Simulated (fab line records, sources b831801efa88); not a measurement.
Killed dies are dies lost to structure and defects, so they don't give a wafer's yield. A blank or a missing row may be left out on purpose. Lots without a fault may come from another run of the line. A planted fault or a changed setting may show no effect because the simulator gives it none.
A struck lot beside a sound one | flow sky130 | 14 steps out of a route of 708
Sound: wafers L674.3, L674.5, L674.6. Struck: wafers L687.1, L687.2, L687.3. The cause comes at the end.
At each step with rows: each side's tool, then ch and its chambers, then its first start. Under that, the readings that differ: sound wafers | struck wafers | difference of the means | sigmas: that difference in standard deviations of wafers without a fault.
alike: readings whose means differ by less than 2 such deviations, and words and numbers that are the same on both sides. not compared: withheld readings, readings that some wafer has no value for, bounds like >300 that may hide the same value, and numbers for which the record gives no deviation and whose values overlap.
The two part at a step that has a row with sigmas, a row that says differs or no value, or rows on one side only. Numbers that don't overlap but have no deviation are shown without sigmas and don't part them. A reading that every wafer of one side lacks parts them only if that side has two wafers or more.

first, 1 step without rows for these wafers: SKY_METAL5_CLEAN_19 (cleans in O3/DIW).
SKY_PASSIVATION_CVD_00: deposits SiO2, target thk 90 nm.
  sound on pecvd-01 ch 0,2, day 44 20:07; struck on pecvd-02 ch 0,1,2, day 48 02:15
  alike: heater_power_w, susceptor_temp_C
SKY_PASSIVATION_THK_MEAS_01:
  sound on film_metro-02, day 44 20:09; struck on film_metro-03, day 48 02:16
  reading                     | sound          | struck         | difference | sigmas
  PASSIVATION_CVD_00_THK (nm) | 90.2 93.4 91.7 | 88.1 89.4 89.4 | -2.8       | -3
SKY_PASSIVATION_CVD_02: deposits Si3N4, target thk 540 nm.
  sound on pecvd-03 ch 0,2, day 44 20:11; struck on pecvd-03 ch 0,1,2, day 48 02:20
  alike: heater_power_w, susceptor_temp_C
SKY_PASSIVATION_THK_MEAS_03:
  sound on film_metro-03, day 44 20:33; struck on film_metro-02, day 48 02:34
  alike: PASSIVATION_CVD_02_THK
then, 7 steps without rows for these wafers: SKY_PASSIVATION_DEHYDRATE_04 (time 60 s); SKY_PASSIVATION_HMDS_05 (prime time 60 s); SKY_PASSIVATION_COAT_06 (resist thk 3000 nm); SKY_PASSIVATION_SOFTBAKE_07; SKY_PASSIVATION_EXPOSE_08 (exposes mask NSM, target cd 3000 nm); SKY_PASSIVATION_PEB_09; SKY_PASSIVATION_DEVELOP_10 (develop time 60 s).
SKY_PASSIVATION_ETCH_11: etches the open film in CF4/O2, stops on AlCu, target depth 725 nm, time 161.1 s.
  sound on rie_diel-01 ch 0,3, day 45 17:04; struck on rie_diel-03 ch 0,1,2, day 48 21:04
  no value came back on the struck wafers for any of 6 readings (O2_flow_sccm (sccm), bias_w (W) and others); on the sound wafers O2_flow_sccm (sccm) reads 10.025 10.034 10.020
  reading                                       | sound          | struck         | difference | sigmas
  model.coat_of_PASSIVATION_COAT_06.thk_nm (nm) | 2514 2512 2516 | 2994 2990 2993 | +478       |
  not compared: rf_hours_counter_h
SKY_PASSIVATION_STRIP_12: strips in O2/N2.
  sound on plasma_asher-03 ch 0,1, day 45 17:13; struck on plasma_asher-03 ch 0,1, day 48 21:11
  reading                      | sound             | struck            | difference | sigmas
  strip_time_to_endpoint_s (s) | 31.48 31.46 31.51 | 36.90 36.84 36.88 | +5.39      | +38
  alike: drypump_motor_current_A, oes_product_au
  not compared: rf_hours_counter_h

WHERE THEY PART
First at SKY_PASSIVATION_THK_MEAS_01; last, within this record, at SKY_PASSIVATION_STRIP_12.

WHY: what the simulator had put in
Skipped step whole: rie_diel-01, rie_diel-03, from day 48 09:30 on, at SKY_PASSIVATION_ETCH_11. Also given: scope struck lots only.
